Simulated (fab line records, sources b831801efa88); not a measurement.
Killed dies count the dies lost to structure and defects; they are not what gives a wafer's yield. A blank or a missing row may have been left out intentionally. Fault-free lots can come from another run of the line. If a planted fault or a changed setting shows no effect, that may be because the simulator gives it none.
What tool caused it? ; flow sky130 ; Sampling: 12 lots, 36 wafers, 3 of 708 route steps

## WHAT THE GAUGES READ, wafer by wafer
SKY_POLY_GATE_OVL_MEAS_14. Usual: for POLY_GATE_OVL the level is -2 nm and the standard deviation is 4.9.
lot;measured;on;POLY_GATE_OVL (nm);flag
L632;day 17 13:51;overlay-02;-1 0 -2;
L638;day 19 10:09;overlay-01;0 -1 7;
L639;day 19 19:41;overlay-01;-5 -1 -1;
L641;day 20 13:38;overlay-01;3 -1 5;
L643;day 21 08:31;overlay-01;-1 -10 -6;
L645;day 22 10:10;overlay-01;6 -1 -7;
L646;day 22 15:40;overlay-01;-2 -2 2;
L647;day 22 21:00;overlay-01;3 1 -7;
L648;day 23 04:11;overlay-02;-1 -3 -5;
L650;day 24 00:50;overlay-02;2 2 -10;
L651;day 24 05:43;overlay-02;-6 1 -7;
L652;day 24 14:36;overlay-01;1 -1 1;

## EACH LOT AND THE TOOL THAT RAN IT (in order: tool; ch and the chambers of the sampled wafers; start)
lot;SKY_VT_ADJUST_NCORE_STRIP_10;SKY_RES_PROTECT_DEVELOP_06
L632;plasma-asher-03 ch 0,1, day 9 14:38;litho-track-03 ch 0, day 16 07:29
L638;plasma-asher-04 ch 0,1, day 11 01:53;litho-track-03 ch 0, day 18 00:52
L639;plasma-asher-04 ch 0,1, day 11 09:17;litho-track-01 ch 0, day 18 11:08
L641;plasma-asher-03 ch 0,1, day 12 01:14;litho-track-03 ch 0, day 19 02:53
L643;plasma-asher-01 ch 0,1, day 12 12:55;litho-track-01 ch 0, day 19 23:32
L645;plasma-asher-04 ch 0,1, day 13 06:10;litho-track-01 ch 0, day 21 00:29
L646;plasma-asher-01 ch 0,1, day 13 14:04;litho-track-02 ch 0, day 21 06:40
L647;plasma-asher-04 ch 0,1, day 13 19:45;litho-track-03 ch 0, day 21 12:19
L648;plasma-asher-04 ch 0,1, day 14 03:44;litho-track-03 ch 0, day 21 20:14
L650;plasma-asher-04 ch 0,1, day 14 18:20;litho-track-01 ch 0, day 22 16:50
L651;plasma-asher-04 ch 0,1, day 15 00:47;litho-track-02 ch 0, day 22 21:01
L652;plasma-asher-01 ch 0,1, day 15 09:26;litho-track-03 ch 0, day 23 06:37
- SKY_VT_ADJUST_NCORE_STRIP_10: strips in O2/N2.
- SKY_RES_PROTECT_DEVELOP_06: develop time 60 s.

## WHAT THE TOOLS THEMSELVES READ (means of the sampled wafers that have a number; where no wafer has one, the mark that the record gives instead)
SKY_VT_ADJUST_NCORE_STRIP_10. Usual: drypump-motor-current-A 5.64 A, standard deviation 0.18; oes-product-au 0.716 a.u., standard deviation 0.0039; strip-time-to-endpoint-s 14.18 s, standard deviation 0.039.
lot;tool;drypump-motor-current-A (A);oes-product-au (a.u.);strip-time-to-endpoint-s (s);flag
L632;plasma-asher-03;5.64;0.716;14.11;
L638;plasma-asher-04;5.49;0.713;14.13;
L639;plasma-asher-04;5.50;0.715;14.17;
L641;plasma-asher-03;5.64;0.720;14.15;
L643;plasma-asher-01;5.60;0.712;14.17;
L645;plasma-asher-04;5.60;0.719;14.21;
L646;plasma-asher-01;5.80;0.717;14.21;
L647;plasma-asher-04;5.50;0.712;14.14;
L648;plasma-asher-04;5.52;0.714;14.18;
L650;plasma-asher-04;5.59;0.716;14.14;
L651;plasma-asher-04;5.59;0.716;14.12;
L652;plasma-asher-01;5.77;0.717;14.16;

SKY_RES_PROTECT_DEVELOP_06. Usual: developer-temp-C 23.00 C, standard deviation 0.11; resist-line-temp-C 22.98 C, standard deviation 0.093.
lot;tool;developer-temp-C (C);resist-line-temp-C (C);flag
L632;litho-track-03;23.03;22.99;
L638;litho-track-03;22.01;22.86;OFF
L639;litho-track-01;23.13;22.98;
L641;litho-track-03;21.90;22.95;OFF
L643;litho-track-01;23.10;22.96;
L645;litho-track-01;23.17;23.04;
L646;litho-track-02;22.99;22.91;
L647;litho-track-03;23.09;22.94;
L648;litho-track-03;23.02;23.04;
L650;litho-track-01;22.88;22.97;
L651;litho-track-02;23.03;23.06;
L652;litho-track-03;22.96;22.98;

## THE ANSWER, worked out from the rows above alone
Rule: lot off if the mean of its wafers having a number is beyond 3 standard deviations from the usual mean. A lot without any number at a reading at which 4 lots or more have one is off too. The other lots that the step has rows for count as sound. Order of review: gauges by route order, followed by the tools' own readings, for which a lot's mean as printed above is used. The first step at which some lot is off is used, and at that step the reading that is off furthest; a lot without a number counts as furthest.
Off: L638, L641 (SKY_RES_PROTECT_DEVELOP_06, developer-temp-C).
If a tool, at that step or one of the process steps before it, ran each lot that is off and ran no sound lot following the first of them, it fits. Not one of the candidates tried fits.

## WHAT HAD BEEN PUT IN BY THE SIMULATOR
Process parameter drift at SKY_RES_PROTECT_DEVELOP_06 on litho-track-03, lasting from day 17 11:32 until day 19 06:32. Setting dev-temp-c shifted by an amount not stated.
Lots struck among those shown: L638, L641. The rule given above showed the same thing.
